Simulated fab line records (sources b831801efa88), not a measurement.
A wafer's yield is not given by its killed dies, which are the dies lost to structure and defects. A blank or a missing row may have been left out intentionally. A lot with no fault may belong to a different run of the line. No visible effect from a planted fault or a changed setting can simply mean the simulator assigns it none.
Which tool was responsible?	flow gf180mcu	39 wafers from 13 lots sampled at 2 of the route's 602 steps

## WHAT EACH GAUGE READ, for each wafer
GF_V5_THK_MEAS_25: measures by xrf.
lot	measured	on	V5_W_THK (nm)
L641	day 27 04:29	film-metro-03	367 361 363
L642	day 27 11:47	film-metro-03	370 367 360
L645	day 28 12:28	film-metro-01	365 371 371
L646	day 28 15:42	film-metro-03	357 361 358
L647	day 29 05:34	film-metro-02	352 357 360
L652	day 30 13:28	film-metro-01	371 362 368
L656	day 31 18:43	film-metro-03	357 362 356
L657	day 31 21:30	film-metro-03	360 358 368
L658	day 32 01:19	film-metro-02	349 357 353
L659	day 32 06:50	film-metro-03	368 365 370
L660	day 32 16:24	film-metro-03	373 368 374
L662	day 33 04:01	film-metro-02	353 354 353
L663	day 33 11:17	film-metro-03	357 359 358

## WHICH TOOL RAN EACH LOT (tool, then ch and the chambers of the sampled wafers, then the start)
lot	GF_V5_CVD_00
L641	hdpcvd-01 ch 1,2, day 26 06:20
L642	hdpcvd-02 ch 0,1,2, day 26 13:21
L645	hdpcvd-01 ch 0,2, day 27 14:46
L646	hdpcvd-01 ch 1,2, day 27 18:28
L647	hdpcvd-01 ch 0,2, day 28 08:13
L652	hdpcvd-02 ch 1,2, day 29 17:05
L656	hdpcvd-02 ch 0,1,2, day 30 23:23
L657	hdpcvd-02 ch 0,1,2, day 31 01:59
L658	hdpcvd-01 ch 0,1,2, day 31 06:07
L659	hdpcvd-02 ch 0,1, day 31 12:35
L660	hdpcvd-02 ch 0,1,2, day 31 21:41
L662	hdpcvd-01 ch 0,1,2, day 32 10:07
L663	hdpcvd-02 ch 0,1, day 32 17:29
- GF_V5_CVD_00: deposits SiO2, target thk 300 nm, time 50 s.

## AS READ BY THE TOOLS THEMSELVES (means over the sampled wafers that have a number; for cases with no such wafer, the mark the record gives instead)
GF_V5_CVD_00.
lot	tool	sih4-flow-sccm (sccm)
L641	hdpcvd-01	59.92
L642	hdpcvd-02	59.92
L645	hdpcvd-01	60.11
L646	hdpcvd-01	60.02
L647	hdpcvd-01	59.95
L652	hdpcvd-02	60.05
L656	hdpcvd-02	60.07
L657	hdpcvd-02	59.87
L658	hdpcvd-01	60.19
L659	hdpcvd-02	59.90
L660	hdpcvd-02	59.89
L662	hdpcvd-01	59.72
L663	hdpcvd-02	59.93

## THE ANSWER, worked out from the rows above alone
Rule: usual is defined by the lots themselves. Put in order of their means at a reading, lots are off if they are a third of the lots or fewer, leave a main group of 4 or more, and stand apart from it by a gap of 3 or more times the standard deviation of the main group's means; of several such gaps the widest counts. A main group is skipped when, at the precision printed for the reading in the tables above, its means are all equal. Also off: a lot with no number at a reading for which 4 or more lots have one. All remaining lots with rows at the step are treated as sound. After the gauges, taken in route order, come the tools' own readings; for these a lot's mean is taken, as printed above. At the first step where some lot is off, the reading lying furthest off is the one used; lots without a number count as furthest.
No lot is off at any reading shown: from this, nothing can be told.

## WHAT WAS PUT IN BY THE SIMULATOR
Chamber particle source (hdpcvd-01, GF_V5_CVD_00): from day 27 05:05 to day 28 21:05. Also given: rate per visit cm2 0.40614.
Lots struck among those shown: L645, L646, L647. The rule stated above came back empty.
